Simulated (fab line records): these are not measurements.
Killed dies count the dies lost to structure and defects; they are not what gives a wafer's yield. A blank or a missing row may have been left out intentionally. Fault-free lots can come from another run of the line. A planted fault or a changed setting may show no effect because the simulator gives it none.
fab line records -- flow sky130
record: lots: 6, wafers: 16, last_day: 49
route steps=708 shown RES_PROTECT@212 POLY_GATE@213 PAD_OPEN@708
lots with no fault: from the same line, run without faults
start_h: hours from the record's opening day to when the first of the lot's shown wafers began -- wait_h: how many hours have passed since the lot's step before this one -- " repeats the value in the row above -- L1.1+2: a row that stands for several wafers -- - no value, or no start was given -- * or withheld: withheld -- < > ~ a bound
route shown NAME@n: names a module that has steps shown in the file, with the first one's number in the route -- usual: average and standard deviation across the fault-free wafers -- same: alike in all rows -- chamber/n: place in a boat -- sites: per-site readings -- _std_site: the standard deviation of these -- _edge_site: the outer-site mean with the inner-site mean subtracted -- radius_mm: for every site, how far away it sits from the centre of the wafer -- mask NAME#n: copy n -- behind: tool/chamber where the wafer was last shaped -- hold: reason for holding the lot/hours on hold/outcome of the hold -- device: transistor that didn't switch, given as n, p or np -- end of line: the same wafers' tests at the end of the route -- a step given without rows: its recipe and nothing more -- killed: count of dies lost to structure and defects at first sort (not the wafer's yield) -- map: a wafer's dies, x killed, . not, _ none there
set.NAME: the setting as run; set.NAME@STEP: as run at that earlier step -- model.NAME: the simulator's own value behind a step, which no gauge read
certain route steps with their lots: each step a table, each wafer a row
services: the hour from which a tool's chamber was out of use, counted from the record's first day as start_h (under 0 if before that day), plus the number of hours and why
== steps ==
step: SKY_RES_PROTECT_DEVELOP_06
recipe: resist: NOVOLAK, developer: TMAH, develop_time_s: 60, dev_temp_c: 23
step: SKY_POLY_GATE_IMPLANT_02
recipe: species: P, energy_kev: 30, dose_cm2: 7.7e+15, tilt_deg: 0
step: SKY_RES_PROTECT_STRIP_07
recipe: chemistry: O2/N2, power_w: 1400, pressure_mtorr: 1500, platen_temp_c: withheld, o2_flow_sccm: 3000, n2_flow_sccm: 300, overash_fraction: 0.5
usual: drypump_motor_current_A: 5.5/0.35, n2_flow_sccm: 300.1/0.97, oes_product_au: 0.517/0.0052, strip_time_to_endpoint_s: 23.29/0.041
lot.wafer,tool,chamber,start_h,wait_h,drypump_motor_current_A,n2_flow_sccm,oes_product_au,rf_hours_counter_h,strip_time_to_endpoint_s
L426.1,plasma_asher-02,0,338.78,0.1,5.8,299.4,0.524,48,23.25
L426.2,plasma_asher-02,1,338.78,0.1,4.7,298.2,0.517,48,23.26
L426.3,plasma_asher-02,0,338.78,0.1,5.8,300.2,0.523,-,23.24
L429.2,plasma_asher-02,1,362.41,0.1,4.8,298.1,0.517,50,23.21
L429.4,plasma_asher-02,1,362.41,0.1,4.8,298.5,0.514,-,23.27
L429.6,plasma_asher-02,1,362.41,0.1,4.7,300.3,0.517,-,23.22
L433.1,plasma_asher-02,1,406.58,0.1,4.7,300.7,0.527,55,23.34
L433.3,plasma_asher-02,0,406.58,0.1,5.8,301.1,0.517,-,23.33
L432.3,plasma_asher-01,0,409.55,0.1,5.5,300.4,0.515,-,23.28
L432.6,plasma_asher-01,1,409.55,0.1,5.6,300.1,0.517,-,23.28
L442.1,plasma_asher-01,0,476.33,0.1,5.6,299.4,0.513,80,23.25
L442.3,plasma_asher-01,0,476.33,0.1,5.6,300.1,0.514,-,23.32
L442.5,plasma_asher-01,0,476.33,0.1,5.5,300.0,0.518,-,23.30
L445.2,plasma_asher-02,0,509.98,0.1,5.9,301.2,0.514,60,23.28
L445.3,plasma_asher-02,0,509.98,0.1,5.8,300.8,0.528,-,23.28
L445.5,plasma_asher-02,0,509.98,0.1,5.8,300.1,0.519,-,23.33
step: SKY_RES_PROTECT_TW_MEAS_08
usual: POLY_GATE_TW: 4015/46
lot.wafer,tool,chamber,start_h,wait_h,POLY_GATE_TW
L426.1,film_metro-04,-,338.88,0.1,4054
L426.2,film_metro-04,-,338.88,0.1,4048
L426.3,film_metro-04,-,338.88,0.1,4027
L429.2,film_metro-01,-,362.52,0.1,4062
L429.4,film_metro-01,-,362.52,0.1,4093
L429.6,film_metro-01,-,362.52,0.1,4071
L433.1,film_metro-04,-,406.68,0.1,4044
L433.3,film_metro-04,-,406.68,0.1,4036
L432.3,film_metro-02,-,409.63,0.1,3948
L432.6,film_metro-02,-,409.63,0.1,3959
L442.1,film_metro-04,-,476.43,0.1,4037
L442.3,film_metro-04,-,476.43,0.1,4039
L442.5,film_metro-04,-,476.43,0.1,4036
L445.2,film_metro-01,-,510.09,0.1,4071
L445.3,film_metro-01,-,510.09,0.1,4079
L445.5,film_metro-01,-,510.09,0.1,4046
step: SKY_RES_PROTECT_CLEAN_09
recipe: chemistry: SC1/SC2, mix: 1:4:20, temp_c: 70, time_s: 150, dry: n2_spin
step: SKY_POLY_GATE_CVD_03
recipe: material: Si3N4, precursor: DCS/NH3, target_thk_nm: 75, temp_c: 770, time_s: 1290, pressure_mtorr: 250
step: SKY_POLY_GATE_THK_MEAS_04
recipe: reads: Si3N4_of_POLY_GATE_CVD_03
usual: POLY_GATE_CVD_03_THK: 75.1/0.7
lot.wafer,tool,chamber,start_h,wait_h,POLY_GATE_CVD_03_THK[nm]
L426.1,film_metro-04,-,341.27,0.1,75.7
L426.2,film_metro-04,-,341.27,0.1,75.7
L426.3,film_metro-04,-,341.27,0.1,75.7
L429.2,film_metro-01,-,363.99,0.0,75.4
L429.4,film_metro-01,-,363.99,0.0,75.2
L429.6,film_metro-01,-,363.99,0.0,75.5
L433.1,film_metro-03,-,409.84,0.0,74.6
L433.3,film_metro-03,-,409.84,0.0,75.2
L432.3,film_metro-03,-,413.47,0.0,75.3
L432.6,film_metro-03,-,413.47,0.0,75.6
L442.1,film_metro-04,-,477.90,0.0,75.5
L442.3,film_metro-04,-,477.90,0.0,75.2
L442.5,film_metro-04,-,477.90,0.0,75.7
L445.2,film_metro-04,-,511.56,0.0,74.5
L445.3,film_metro-04,-,511.56,0.0,74.8
L445.5,film_metro-04,-,511.56,0.0,74.6
step: SKY_POLY_GATE_DEHYDRATE_05
recipe: temp_c: 200, time_s: 60
step: SKY_POLY_GATE_HMDS_06
recipe: prime_time_s: 60, prime_temp_c: 120
step: SKY_POLY_GATE_COAT_07
recipe: resist: BARC, temp_c: withheld, time_s: withheld, spin_rpm: 3000, resist_thk_nm: 110
step: SKY_POLY_GATE_COAT_08
recipe: resist: KrF-thick, spin_rpm: 3000, resist_thk_nm: 450
step: SKY_POLY_GATE_SOFTBAKE_09
recipe: temp_c: 100, time_s: 90, resist: KrF-thick
step: SKY_POLY_GATE_EXPOSE_10
recipe: mask_id: P1M, na: 0.68, source_shape: conventional, sigma_outer: 0.6, target_cd_nm: 150, dose_mj: 28
usual: exposure_dose_mJ_cm2: 27.958/0.025, reticle_temp_C: 23.02/0.11, stage_vel_mm_s: 499.97/0.27
lot.wafer,tool,chamber,start_h,wait_h,mask,exposure_dose_mJ_cm2,reticle_temp_C,stage_vel_mm_s
L426.1,krf_scanner-01,0,355.41,-,P1M#0,27.918,22.85,499.61
L426.2,krf_scanner-01,0,355.41,-,P1M#0,27.941,22.86,499.60
L426.3,krf_scanner-01,0,355.41,-,P1M#0,27.935,23.08,499.43
L429.2,krf_scanner-01,0,378.58,-,P1M#0,27.971,23.05,499.59
L429.4,krf_scanner-01,0,378.58,-,P1M#0,27.964,22.94,499.85
L429.6,krf_scanner-01,0,378.58,-,P1M#0,27.980,22.96,500.07
L433.1,krf_scanner-01,0,425.27,-,P1M#0,27.989,22.94,500.10
L433.3,krf_scanner-01,0,425.27,-,P1M#0,27.971,22.95,500.52
L432.3,krf_scanner-01,0,428.85,-,P1M#0,27.934,23.01,499.88
L432.6,krf_scanner-01,0,428.85,-,P1M#0,28.010,23.09,500.37
L442.1,krf_scanner-02,0,493.79,-,P1M#0,27.962,23.00,500.26
L442.3,krf_scanner-02,0,493.79,-,P1M#0,27.958,23.08,500.45
L442.5,krf_scanner-02,0,493.79,-,P1M#0,27.950,23.15,500.52
L445.2,krf_scanner-01,0,526.70,-,P1M#0,27.918,23.07,499.56
L445.3,krf_scanner-01,0,526.70,-,P1M#0,27.958,23.00,499.71
L445.5,krf_scanner-01,0,526.70,-,P1M#0,27.970,23.12,499.89
step: SKY_POLY_GATE_PEB_11
recipe: peb_temp_c: withheld, peb_time_s: withheld, resist: KrF-thick
step: SKY_POLY_GATE_DEVELOP_12
recipe: develop_time_s: 60, resist: KrF-thick, dev_temp_c: 21
step: SKY_POLY_GATE_CD_MEAS_13
recipe: target_cd_nm: 150
usual: cd_nm: 149.8/1.3
lot.wafer,tool,chamber,start_h,wait_h,cd_nm
L426.1,cd_sem-02,-,369.28,-,151.1
L426.2,cd_sem-02,-,369.28,-,151.7
L426.3,cd_sem-02,-,369.28,-,151.2
L429.2,cd_sem-02,-,393.73,-,147.7
L429.4,cd_sem-02,-,393.73,-,150.6
L429.6,cd_sem-02,-,393.73,-,148.8
L433.1,cd_sem-01,-,440.02,-,150.4
L433.3,cd_sem-01,-,440.02,-,121.3
L432.3,cd_sem-01,-,444.01,-,120.5
L432.6,cd_sem-01,-,444.01,-,120.8
L442.1,cd_sem-01,-,508.43,-,150.2
L442.3,cd_sem-01,-,508.43,-,149.8
L442.5,cd_sem-01,-,508.43,-,149.5
L445.2,cd_sem-02,-,541.95,-,149.2
L445.3,cd_sem-02,-,541.95,-,150.2
L445.5,cd_sem-02,-,541.95,-,148.6
step: SKY_POLY_GATE_OVL_MEAS_14
usual: POLY_GATE_OVL: -4/6
lot.wafer,tool,chamber,start_h,wait_h,POLY_GATE_OVL[nm]
L426.1,overlay-02,-,369.40,0.1,0
L426.2,overlay-02,-,369.40,0.1,4
L426.3,overlay-02,-,369.40,0.1,-2
L429.2,overlay-02,-,393.84,0.1,2
L429.4,overlay-02,-,393.84,0.1,-8
L429.6,overlay-02,-,393.84,0.1,0
L433.1,overlay-01,-,440.14,0.1,0
L433.3,overlay-01,-,440.14,0.1,-2
L432.3,overlay-01,-,444.10,0.1,-7
L432.6,overlay-01,-,444.10,0.1,-5
L442.1,overlay-02,-,508.55,0.1,-1
L442.3,overlay-02,-,508.55,0.1,0
L442.5,overlay-02,-,508.55,0.1,3
L445.2,overlay-01,-,542.06,0.1,3
L445.3,overlay-01,-,542.06,0.1,0
L445.5,overlay-01,-,542.06,0.1,-1
step: SKY_POLY_GATE_ETCH_15
recipe: chemistry: N2/H2, target: BARC, ion_energy_ev: 200, source_w: 500, bias_w: 100, pressure_mtorr: 30, n2_flow_sccm: 100, h2_flow_sccm: 200, stop_on: SiO2, time_s: 118.5, target_depth_a: 1100
usual: drypump_motor_current_A: 5.6/0.46, n2_flow_sccm: 100.0/0.32, oes_product_au: 0.717/0.0048, throttle_valve_pct: 13.212/0.0084
same: time_s: 118.5
lot.wafer,tool,chamber,start_h,wait_h,drypump_motor_current_A,n2_flow_sccm,oes_product_au,rf_hours_counter_h,throttle_valve_pct,model.POLY_GATE.cd_nm
L426.1,rie_diel-01,2,369.44,0.0,5.2,99.9,0.722,6,13.233,151.4
L426.2,rie_diel-01,3,369.44,0.0,6.3,99.5,0.718,72,13.216,152.8
L426.3,rie_diel-01,0,369.44,0.0,5.4,100.2,0.712,5,13.216,152.3
L429.2,rie_diel-01,0,393.87,0.0,5.4,100.1,0.718,5,13.212,149.4
L429.4,rie_diel-01,3,393.87,0.0,6.3,100.0,0.715,72,13.214,151.5
L429.6,rie_diel-01,3,393.87,0.0,6.3,100.2,0.719,-,13.216,149.8
L433.1,rie_diel-02,0,440.18,0.0,5.5,99.2,0.710,72,13.212,149.5
L433.3,rie_diel-02,2,440.18,0.0,6.5,99.3,0.726,34,13.221,122.3
L432.3,rie_diel-02,1,444.13,0.0,5.6,99.6,0.719,12,13.198,121.4
L432.6,rie_diel-02,0,444.13,0.0,5.4,99.8,0.723,-,13.216,121
L442.1,rie_diel-04,1,508.59,0.0,5.2,99.9,0.722,7,13.208,150.3
L442.3,rie_diel-04,3,508.59,0.0,6.5,99.6,0.721,15,13.221,151.5
L442.5,rie_diel-04,1,508.59,0.0,5.1,99.8,0.712,-,13.208,151.2
L445.2,rie_diel-02,0,542.09,0.0,5.5,100.0,0.714,75,13.208,147.9
L445.3,rie_diel-02,2,542.09,0.0,6.5,99.8,0.718,35,13.216,148.8
L445.5,rie_diel-02,3,542.09,0.0,5.2,99.6,0.714,-,13.219,145.7
step: SKY_POLY_GATE_ETCH_16
recipe: stop_on: poly-Si, chemistry: CH3F/O2, target: Si3N4, source_w: 400, bias_w: 80, pressure_mtorr: 25, ch3f_flow_sccm: 40, O2_flow_sccm: 30, time_s: 147.5, target_depth_a: 750
usual: O2_flow_sccm: 29.99/0.092, drypump_motor_current_A: 5.6/0.46, oes_product_au: 0.640/0.0052, throttle_valve_pct: 10.535/0.0086
same: time_s: 147.5
lot.wafer,tool,chamber,start_h,wait_h,O2_flow_sccm,drypump_motor_current_A,oes_product_au,rf_hours_counter_h,throttle_valve_pct
L426.1,rie_diel-01,2,369.52,0.0,30.14,5.2,0.641,6,10.538
L426.2,rie_diel-01,3,369.52,0.0,29.99,6.3,0.646,72,10.529
L426.3,rie_diel-01,0,369.52,0.0,30.01,5.4,0.640,5,10.542
L429.2,rie_diel-01,0,393.95,0.0,29.98,5.4,0.644,5,10.532
L429.4,rie_diel-01,3,393.95,0.0,29.85,6.2,0.647,72,10.545
L429.6,rie_diel-01,3,393.95,0.0,29.97,6.2,0.635,-,10.538
L433.1,rie_diel-02,0,440.26,0.0,30.03,5.4,0.643,73,10.545
L433.3,rie_diel-02,2,440.26,0.0,30.01,6.5,0.637,34,10.552
L432.3,rie_diel-02,1,444.21,0.0,30.07,5.6,0.644,12,10.544
L432.6,rie_diel-02,0,444.21,0.0,29.83,5.5,0.635,-,10.547
L442.1,rie_diel-04,1,508.67,0.0,29.95,5.1,0.644,7,10.526
L442.3,rie_diel-04,3,508.67,0.0,30.08,6.5,0.641,15,10.541
L442.5,rie_diel-04,1,508.67,0.0,29.90,5.1,0.642,-,10.542
L445.2,rie_diel-02,0,542.17,0.0,30.12,5.4,0.639,75,10.519
L445.3,rie_diel-02,2,542.17,0.0,29.75,6.5,0.633,35,10.529
L445.5,rie_diel-02,3,542.17,0.0,30.04,5.2,0.643,-,10.530
step: SKY_POLY_GATE_ETCH_17
recipe: target_depth_nm: 180, stop_on: SiO2, over_etch_frac: 0.56667, chemistry: HBr/Cl2, target: poly-Si, icp_w: 400, bias_w: 100, pressure_mtorr: 10, HBr_flow_sccm: 150, Cl2_flow_sccm: 50, time_s: 70.5
usual: HBr_flow_sccm: 150.0/0.44, drypump_motor_current_A: 5.8/0.51, oes_product_au: 0.984/0.0066, throttle_valve_pct: 33.686/0.0087
same: time_s: 70.5
lot.wafer,tool,chamber,start_h,wait_h,HBr_flow_sccm,drypump_motor_current_A,oes_product_au,rf_hours_counter_h,throttle_valve_pct,model.POLY_GATE.cd_nm
L426.1,rie_si-02,2,369.62,0.0,150.3,5.6,1.001,26,33.677,151.7
L426.2,rie_si-02,1,369.62,0.0,150.0,6.0,0.991,59,33.685,152.4
L426.3,rie_si-02,0,369.62,0.0,149.4,6.4,0.991,7,33.682,151.4
L429.2,rie_si-01,0,394.05,0.0,150.1,5.1,0.979,0,33.687,149.8
L429.4,rie_si-01,2,394.05,0.0,149.7,6.0,0.985,5,33.697,152.1
L429.6,rie_si-01,0,394.05,0.0,150.2,5.1,0.983,-,33.673,149.6
L433.1,rie_si-01,1,440.36,0.0,149.4,5.3,0.974,5,33.691,149.2
L433.3,rie_si-01,2,440.36,0.0,150.3,6.0,0.984,6,33.677,122.4
L432.3,rie_si-01,0,444.31,0.0,150.3,5.1,0.984,1,33.674,120.9
L432.6,rie_si-01,2,444.31,0.0,150.0,6.0,0.981,-,33.676,120.5
L442.1,rie_si-01,2,508.77,0.0,149.7,6.0,0.993,6,33.692,150.7
L442.3,rie_si-01,3,508.77,0.0,149.7,5.3,0.984,52,33.699,151.5
L442.5,rie_si-01,0,508.77,0.0,150.0,5.1,0.989,-,33.687,151.8
L445.2,rie_si-01,0,542.27,0.0,149.7,5.1,0.975,1,33.698,147.4
L445.3,rie_si-01,1,542.27,0.0,149.6,5.3,0.973,5,33.688,148.5
L445.5,rie_si-01,2,542.27,0.0,149.4,6.0,0.983,-,33.688,146.3
step: SKY_POLY_GATE_STRIP_18
recipe: chemistry: O2/N2, power_w: 1400, pressure_mtorr: 1500, platen_temp_c: withheld, o2_flow_sccm: 3000, n2_flow_sccm: 300, overash_fraction: 0.5
usual: drypump_motor_current_A: 5.53/0.3, n2_flow_sccm: 299.9/0.98, oes_product_au: 0.362/0.0049, strip_time_to_endpoint_s: 3.181/0.026
lot.wafer,tool,chamber,start_h,wait_h,drypump_motor_current_A,n2_flow_sccm,oes_product_au,rf_hours_counter_h,strip_time_to_endpoint_s
L426.1,plasma_asher-03,1,369.68,0.0,5.56,300.6,0.369,68,3.232
L426.2,plasma_asher-03,0,369.68,0.0,5.54,299.2,0.368,68,3.173
L426.3,plasma_asher-03,1,369.68,0.0,5.56,301.8,0.361,-,3.154
L429.2,plasma_asher-04,0,394.11,0.0,5.86,299.2,0.364,29,3.191
L429.4,plasma_asher-04,1,394.11,0.0,5.33,299.3,0.361,-,3.157
L429.6,plasma_asher-04,1,394.11,0.0,5.33,299.0,0.356,-,3.152
L433.1,plasma_asher-04,0,440.41,0.0,5.87,300.4,0.360,34,3.166
L433.3,plasma_asher-04,1,440.41,0.0,5.35,302.1,0.355,-,3.185
L432.3,plasma_asher-04,0,444.40,0.1,5.85,300.4,0.358,-,3.172
L432.6,plasma_asher-04,0,444.40,0.1,5.85,299.7,0.362,-,3.129
L442.1,plasma_asher-03,0,508.82,0.0,5.54,298.0,0.366,9,3.206
L442.3,plasma_asher-03,1,508.82,0.0,5.57,299.5,0.365,-,3.148
L442.5,plasma_asher-03,0,508.82,0.0,5.55,300.1,0.362,-,3.225
L445.2,plasma_asher-04,0,542.32,0.0,5.83,299.5,0.362,45,3.178
L445.3,plasma_asher-04,0,542.32,0.0,5.86,299.0,0.357,-,3.199
L445.5,plasma_asher-04,1,542.32,0.0,5.34,300.7,0.364,-,3.176
step: SKY_PAD_OPEN_PROBE_99
usual: killed_at_M0_to_M3: 44/7, killed_at_M4_up: 3.0/1.7, killed_at_contacts: 24/5.2, killed_at_front_end: 15/4.8, killed_at_other: 0.2/0.56, killed_dies: 86/9.7, killed_on_rim: 17/4.1, killed_open: 47/7.1, killed_short: 39/6.3
same: gross_dies: 492, killed_at_back_side: 0
lot.wafer,tool,chamber,start_h,wait_h,killed_at_M0_to_M3,killed_at_M4_up,killed_at_contacts,killed_at_front_end,killed_at_other,killed_dies,killed_on_rim,killed_open,killed_short
L426.1,prober-02,-,1077.94,0.1,55,3,24,19,0,101,22,49,51
L426.2,prober-02,-,1077.99,0.1,53,2,20,19,0,94,13,58,36
L426.3,prober-02,-,1078.04,0.2,52,2,16,19,0,89,18,53,34
L429.2,prober-01,-,1097.49,0.1,50,3,23,11,0,87,16,42,45
L429.4,prober-01,-,1097.59,0.2,43,1,26,6,0,76,20,42,34
L429.6,prober-01,-,1097.69,0.2,48,3,23,13,1,88,19,52,36
L433.1,prober-02,-,1127.88,0.1,58,2,43,12,0,115,24,52,63
L433.3,prober-02,-,1127.98,0.2,37,4,30,290,0,361,91,42,44
L432.3,prober-01,-,1130.18,0.2,42,0,22,320,0,384,92,34,48
L432.6,prober-01,-,1130.33,0.2,37,3,30,304,0,374,90,48,31
L442.1,prober-01,-,1170.69,0.1,39,5,21,10,0,75,10,43,32
L442.3,prober-01,-,1170.79,0.2,44,3,16,15,0,78,14,40,38
L442.5,prober-01,-,1170.89,0.2,40,2,23,11,0,76,13,36,39
killed by level:class
L426.1 FIELD_ISO:geometric_particle:short=10 VIA1:geometric_particle:open=9 VIA1:geometric_particle:short=8 FIELD_ISO:geometric_particle:open=7 LI_CONTACT:geometric_particle:open=7 CONTACT:geometric_particle:open=7 VIA2:geometric_particle:open=7 METAL2:geometric_particle:short=7
L426.2 VIA1:geometric_particle:open=12 VIA2:geometric_particle:open=11 CONTACT:geometric_particle:open=9 METAL1:geometric_particle:short=7 FIELD_ISO:geometric_particle:open=6 VIA1:geometric_particle:short=6 POLY_GATE:geometric_particle:open=5 METAL2:geometric_particle:short=5
L426.3 VIA1:geometric_particle:open=13 VIA2:geometric_particle:open=9 METAL2:geometric_particle:short=8 CONTACT:geometric_particle:open=7 POLY_GATE:geometric_particle:open=6 METAL1:geometric_particle:short=5 FIELD_ISO:geometric_particle:open=4 LI_CONTACT:geometric_particle:open=4
L429.2 CONTACT:geometric_particle:open=10 LOCAL_INTERCONNECT:geometric_particle:short=9 VIA1:geometric_particle:open=9 VIA1:geometric_particle:short=9 VIA2:geometric_particle:open=7 VIA3:geometric_particle:open=7 VIA3:geometric_particle:short=5 METAL2:geometric_particle:short=4
L429.4 VIA1:geometric_particle:open=14 VIA3:geometric_particle:open=9 CONTACT:geometric_particle:open=8 LOCAL_INTERCONNECT:geometric_particle:short=7 METAL2:geometric_particle:short=6 CONTACT:geometric_particle:short=4 LI_CONTACT:geometric_particle:short=3 LI_CONTACT:geometric_particle:open=3
L429.6 VIA2:geometric_particle:open=11 VIA1:geometric_particle:open=11 CONTACT:geometric_particle:open=10 VIA1:geometric_particle:short=7 LOCAL_INTERCONNECT:geometric_particle:short=5 FIELD_ISO:geometric_particle:open=4 LI_CONTACT:geometric_particle:open=4 METAL1:geometric_particle:short=4
L433.1 VIA1:geometric_particle:open=13 METAL1:geometric_particle:short=12 CONTACT:geometric_particle:open=11 LI_CONTACT:geometric_particle:short=9 CONTACT:geometric_particle:short=8 LI_CONTACT:geometric_particle:open=7 LOCAL_INTERCONNECT:geometric_particle:short=7 METAL3:geometric_particle:short=7
L433.3 POLY_GATE:area_expose=275 CONTACT:geometric_particle:open=14 VIA1:geometric_particle:open=11 METAL2:geometric_particle:short=7 POLY_GATE:geometric_particle:short=6 LOCAL_INTERCONNECT:geometric_particle:short=6 CONTACT:geometric_particle:short=6 FIELD_ISO:geometric_particle:short=5
L432.3 POLY_GATE:area_expose=302 VIA1:geometric_particle:short=10 FIELD_ISO:geometric_particle:short=6 VIA1:geometric_particle:open=6 VIA3:geometric_particle:open=6 VIA2:geometric_particle:open=6 LI_CONTACT:geometric_particle:open=5 CONTACT:geometric_particle:open=5
L432.6 POLY_GATE:area_expose=295 CONTACT:geometric_particle:open=11 LI_CONTACT:geometric_particle:open=8 VIA3:geometric_particle:open=8 VIA1:geometric_particle:open=7 LI_CONTACT:geometric_particle:short=5 VIA2:geometric_particle:open=5 VIA1:geometric_particle:short=4
L442.1 VIA1:geometric_particle:open=8 LI_CONTACT:geometric_particle:open=7 VIA2:geometric_particle:open=6 FIELD_ISO:geometric_particle:open=4 LOCAL_INTERCONNECT:geometric_particle:short=4 CONTACT:geometric_particle:short=4 METAL2:geometric_particle:short=4 METAL2:geometric_particle:open=4
L442.3 CONTACT:geometric_particle:open=8 VIA2:geometric_particle:open=7 VIA1:geometric_particle:open=6 POLY_GATE:geometric_particle:short=5 METAL1:geometric_particle:short=5 VIA1:geometric_particle:short=5 METAL2:geometric_particle:short=5 VIA3:geometric_particle:open=5
L442.5 VIA2:geometric_particle:open=9 CONTACT:geometric_particle:open=8 LI_CONTACT:geometric_particle:open=6 METAL1:geometric_particle:short=6 POLY_GATE:geometric_particle:short=4 LOCAL_INTERCONNECT:geometric_particle:short=4 METAL3:geometric_particle:short=4 METAL2:geometric_particle:short=4
map L432.3 (x killed, . not)
__________xxxxxxxxxx_________
________xxxxxxxxxxxxxx_______
______xxxxxxxxxxxxxxxxxx_____
_____xxxxxxxx.xxxxxxxxxxx____
____xxxxxxxxx.xxxxxxxxxxxx___
___xxxxx.xx.xxxxxxxxxxxxxxx__
__xxxxxxxxxxxxx.x..x.xxxxxxx_
_xxxxxxxx.xxx.xx.xx.x.xxxxx.x
_xxxxxxxxx...xx...xxxx.xxx.xx
_xxxxxxxx..x.xx.x.xxxxxxxxxxx
_xxxxxxxxxx.xxx....xx..x..xxx
_xxxxxxxxxxxxxxxx.x.x.xx...xx
_xxxxx.xxxx...x.....x..xxxxxx
_xxxxxxxxxxxx..x....xxx.xxxx.
_xxxxxxx..x...xxx.x.xx.xx.xxx
__xxxxxxxx..x...x.x..xxx.xxx_
___xxxx....xxxxxx.x..x.xxxx__
____xxxxxxxx..x....x..xxxx___
_____xxxxxxxx.....xx.x.xx____
______.xx.x.xxxx.xx.xxxx_____
________xxxxxxxxxxxxxx_______
__________xxxxxx.xxx_________
map L433.3 (x killed, . not)
__________xxxxxxxxxx_________
________xxxxxxxxxxxxxx_______
______xxxxxxx.xxxxxxxxxx_____
_____xxxxxxxxxxxxxxxx.xxx____
____xxxxx.xxx.xxxxxx.xxxxx___
___xxxxxxxxx..x.xx.xxxxxxxx__
__xxxxxxxxxxx.xxx.xxx.xxxxxx_
_xxxxxxxxxxxxx.xxxxx.....xxxx
_xxxxxxxxx.x.xxxxxx..x....xxx
_xxxxxxx..xxx....x.x.x.x.xxxx
_xxx.xxx.xxx.x..x..x...x.xxx.
_xxxx.x.x...xxx....x....x..xx
_xxxxxx.x.xx...x..xxx.x.x.xxx
_xxxxx.x..x.x.x..x...x..x.xx.
_xxxxxx.xxxx..x.xx.xxxx..x.xx
__xxxxx.xxx...x..xxx.x..x..x_
___xxxxx..xxx.xx.x...x.xxxx__
____xxx.xxx.xxxx..xx..xxxx___
_____xx.xxxxx..xx..x.xxxx____
______xxxxxxx.xxx.x.xx.x_____
________xxxxxxxxxxxxxx_______
__________xxxxxxxx.x_________
== services ==
tool,chamber,start_h,hours,kind
rie_diel-02,0,335.84,4.5,repair
krf_scanner-01,-,348.54,1.3,pm
rie_diel-01,3,349.38,3.8,repair
rie_si-01,2,362.63,1.0,repair
krf_scanner-01,-,363.67,0.8,pm
krf_scanner-01,-,365.42,0.8,pm
rie_diel-01,2,375.14,12.8,repair
krf_scanner-01,-,388.74,3.6,pm
rie_si-01,1,400.48,8.0,repair
rie_diel-02,0,403.98,3.9,repair
rie_diel-02,-,411.94,14.6,pm
krf_scanner-01,-,412.81,4.4,pm
rie_diel-02,3,427.43,4.4,repair
rie_si-01,3,439.07,7.2,repair
krf_scanner-01,-,443.74,4.4,pm
rie_si-01,0,457.11,3.4,repair
rie_diel-02,0,458.62,3.8,repair
rie_si-01,2,473.59,6.7,repair
krf_scanner-01,-,479.94,1.0,pm
rie_diel-02,1,497.76,4.3,repair
krf_scanner-01,-,500.44,1.3,pm
rie_diel-02,0,514.18,7.2,repair
krf_scanner-01,-,521.56,0.7,repair
krf_scanner-01,-,535.56,0.8,pm
== key ==
first_sign: step: SKY_POLY_GATE_CD_MEAS_13, reading: cd_nm, direction: down, sigmas: 22, usual: 149.8, struck: 120.9
effect: step: SKY_PAD_OPEN_PROBE_99, reading: killed_at_front_end, direction: up, sigmas: 61, usual: 15, struck: 305
model_effect: step: SKY_POLY_GATE_ETCH_15, value: POLY_GATE.cd_nm, without: 150.7, struck: 121.6
model_effect: step: SKY_POLY_GATE_ETCH_17, value: POLY_GATE.cd_nm, without: 150.4, struck: 121.3
more_kills_born_at: SKY_POLY_GATE_EXPOSE_10@krf_scanner-01: 872
met_at SKY_POLY_GATE_EXPOSE_10
struck_wafers L432.3,L432.6,L433.3
later_rows_left_out L432.3,L432.6,L433.3
tester_left_out L432,L433
onset_between 378.58 425.27
fault: kind: process_parameter_drift, tool: krf_scanner-01, chamber: -, onset_h: 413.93, steps: SKY_POLY_GATE_EXPOSE_10, channel: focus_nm, offset: 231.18, shape: step, end_h: 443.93, scope: struck_wafers_only
tester_left_out: of these lots the tester's yield and bins aren't shown, on N5 and GAA mostly nor the transistor test; their killed dies are dies lost to structure and defects alone, not to doping, threshold or leakage, so they don't give the yield
later_rows_left_out: the simulator's readings of these wafers behind a module that went badly wrong aren't trusted and aren't shown, but for the sort
